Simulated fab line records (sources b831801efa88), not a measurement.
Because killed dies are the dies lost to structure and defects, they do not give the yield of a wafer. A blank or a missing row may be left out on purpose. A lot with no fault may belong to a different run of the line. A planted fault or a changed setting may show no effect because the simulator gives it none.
Chamber matching || flow gf180mcu || GF_V5_CMP_04 on cmp-01: 4 sister chambers
The step polishes SiO2. 14 wafers are shown with their chamber, then 7 later ones without.

== EACH WAFER AND ITS CHAMBER ==
{"wafer": "L439.2", "chamber": 1, "motor current A (A)": 12.6, "head pressure psi (psi)": 3.999}
{"wafer": "L439.3", "chamber": 3, "motor current A (A)": 11.5, "head pressure psi (psi)": 4.006}
{"wafer": "L439.4", "chamber": 0, "motor current A (A)": 12.5, "head pressure psi (psi)": 4.016}
{"wafer": "L442.1", "chamber": 2, "motor current A (A)": 12.8, "head pressure psi (psi)": 3.999}
{"wafer": "L442.3", "chamber": 1, "motor current A (A)": 13.0, "head pressure psi (psi)": 3.993}
{"wafer": "L442.4", "chamber": 3, "motor current A (A)": 12.2, "head pressure psi (psi)": 4.001}
{"wafer": "L444.1", "chamber": 3, "motor current A (A)": 11.5, "head pressure psi (psi)": 4.008}
{"wafer": "L444.3", "chamber": 0, "motor current A (A)": 12.0, "head pressure psi (psi)": 4.004}
{"wafer": "L444.4", "chamber": 2, "motor current A (A)": 13.8, "head pressure psi (psi)": 4.003}
{"wafer": "L452.2", "chamber": 1, "motor current A (A)": 11.9, "head pressure psi (psi)": 4.005}
{"wafer": "L452.3", "chamber": 3, "motor current A (A)": 11.7, "head pressure psi (psi)": 3.986}
{"wafer": "L452.6", "chamber": 0, "motor current A (A)": 12.1, "head pressure psi (psi)": 3.984}
{"wafer": "L454.1", "chamber": 2, "motor current A (A)": 14.1, "head pressure psi (psi)": 3.997}
{"wafer": "L454.2", "chamber": 1, "motor current A (A)": 13.0, "head pressure psi (psi)": 3.994}

SIGNATURES (means of the wafers above)
{"reading": "motor current A", "chamber 0": 12.200, "chamber 1": 12.625, "chamber 2": 13.567, "chamber 3": 11.725, "scatter within a chamber": 0.469}
{"reading": "head pressure psi", "chamber 0": 4.00133, "chamber 1": 3.99775, "chamber 2": 3.99967, "chamber 3": 4.00025, "scatter within a chamber": 0.00964}
Rule: for each reading, subtract the chamber's mean from the wafer's reading, divide by that reading's scatter and square the result; add these up over the readings and take the root, which gives the wafer's distance from the chamber. The wafer belongs to the nearest chamber; if the next one is less than 2 further off, it can't be placed. The scatter is the square root of a quotient: the sum, over the shown wafers, of each reading's squared deviation from its chamber's mean, divided by wafers minus chambers.

== WAFERS MISSING THEIR CHAMBER ==
{"wafer": "L454.3", "motor current A (A)": 11.6, "head pressure psi (psi)": 3.992}
{"wafer": "L455.1", "motor current A (A)": 13.1, "head pressure psi (psi)": 3.990}
{"wafer": "L455.3", "motor current A (A)": 12.1, "head pressure psi (psi)": 3.999}
{"wafer": "L455.4", "motor current A (A)": 14.1, "head pressure psi (psi)": 3.989}
{"wafer": "L459.1", "motor current A (A)": 13.8, "head pressure psi (psi)": 4.007}
{"wafer": "L459.2", "motor current A (A)": 12.7, "head pressure psi (psi)": 4.004}
{"wafer": "L459.4", "motor current A (A)": 12.0, "head pressure psi (psi)": 3.988}

== EACH ONE'S CHAMBER ==
{"wafer": "L454.3", "from the rows above": "can't be placed: 3 or 0 or 1", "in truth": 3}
{"wafer": "L455.1", "from the rows above": "can't be placed: 1 or 2 or 0 or 3", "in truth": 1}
{"wafer": "L455.3", "from the rows above": "can't be placed: 0 or 3 or 1", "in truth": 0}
{"wafer": "L455.4", "from the rows above": "can't be placed: 2 or 1", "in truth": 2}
{"wafer": "L459.1", "from the rows above": "can't be placed: 2 or 1", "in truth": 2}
{"wafer": "L459.2", "from the rows above": "can't be placed: 1 or 0 or 2 or 3", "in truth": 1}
{"wafer": "L459.4", "from the rows above": "can't be placed: 3 or 0 or 1", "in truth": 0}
Correctly placed: 0 of 7. Can't be placed from these rows: 7 (the true chamber is among the candidates in 7). Number placed wrongly: 0.
